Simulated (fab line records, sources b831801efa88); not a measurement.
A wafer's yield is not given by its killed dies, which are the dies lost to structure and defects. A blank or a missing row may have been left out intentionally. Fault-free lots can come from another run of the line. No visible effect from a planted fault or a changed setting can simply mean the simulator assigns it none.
2 desks, one fault ; flow gf180mcu ; each desk holds nothing but its own numbers, with what lay behind them at the end

## AT THE TOOL OWNER'S DESK: cmp-02
The tool's own readings at GF_V4_CMP_04 (polishes SiO2): means of the sampled wafers that have a number, for each lot that ran on this tool. Any lot whose mean is over 4 standard deviations away from the usual mean is out of limits and marked OUT; that distance is given in the brackets.
Columns: A = head pressure psi at GF_V4_CMP_04, usual 3.999 psi; B = motor current A at GF_V4_CMP_04, usual 12.1 A; C = platen rpm at GF_V4_CMP_04, usual 60.00 rpm; D = time to endpoint s at GF_V4_CMP_04, usual 81 s
lot;first seen here;A;B;C;D
L274;day 23 20:26;4.002;11.9;60.02;77
L276;day 24 19:13;3.995;11.9;60.00;81
L277;day 25 08:52;4.003;12.6;60.03;76
L279;day 25 19:26;4.005;12.4;60.00;78
L280;day 25 22:43;3.998;11.7;60.03;82
L288;day 28 09:11;4.004;12.4;60.04;77
L292;day 29 15:00;3.993;11.9;59.98;79
L293;day 29 20:50;3.992;12.9;60.07;78
L295;day 30 15:14;4.005;12.7;60.06;87
This desk found nothing out of limits on any of the 9 lots.

## FROM THE METROLOGY DESK
Lot by lot, what the gauges showed, no matter which tool ran the lot: averages of those sampled wafers that carry a number. Any lot whose mean is over 4 standard deviations away from the usual mean is out of limits and marked OUT; that distance is given in the brackets.
Columns: A = V5_OVL at GF_V5_OVL_MEAS_15, usual -1 nm
lot;first seen here;A
L273;day 27 06:43;-5
L274;day 27 14:02;-0
L276;day 28 09:15;3
L277;day 29 00:06;0
L279;day 29 08:23;-7
L280;day 29 10:49;-0
L288;day 31 15:05;-3
L289;day 31 21:58;-3
L291;day 32 11:44;-6
L292;day 32 18:00;-3
L293;day 32 22:54;5
L295;day 33 15:59;3
L296;day 33 18:45;-4
This desk found nothing out of limits on any of the 13 lots.

## PUT TOGETHER
The tool owner's desk saw nothing out of limits.
The metrology desk saw nothing out of limits.

## WHAT WAS PUT IN BY THE SIMULATOR
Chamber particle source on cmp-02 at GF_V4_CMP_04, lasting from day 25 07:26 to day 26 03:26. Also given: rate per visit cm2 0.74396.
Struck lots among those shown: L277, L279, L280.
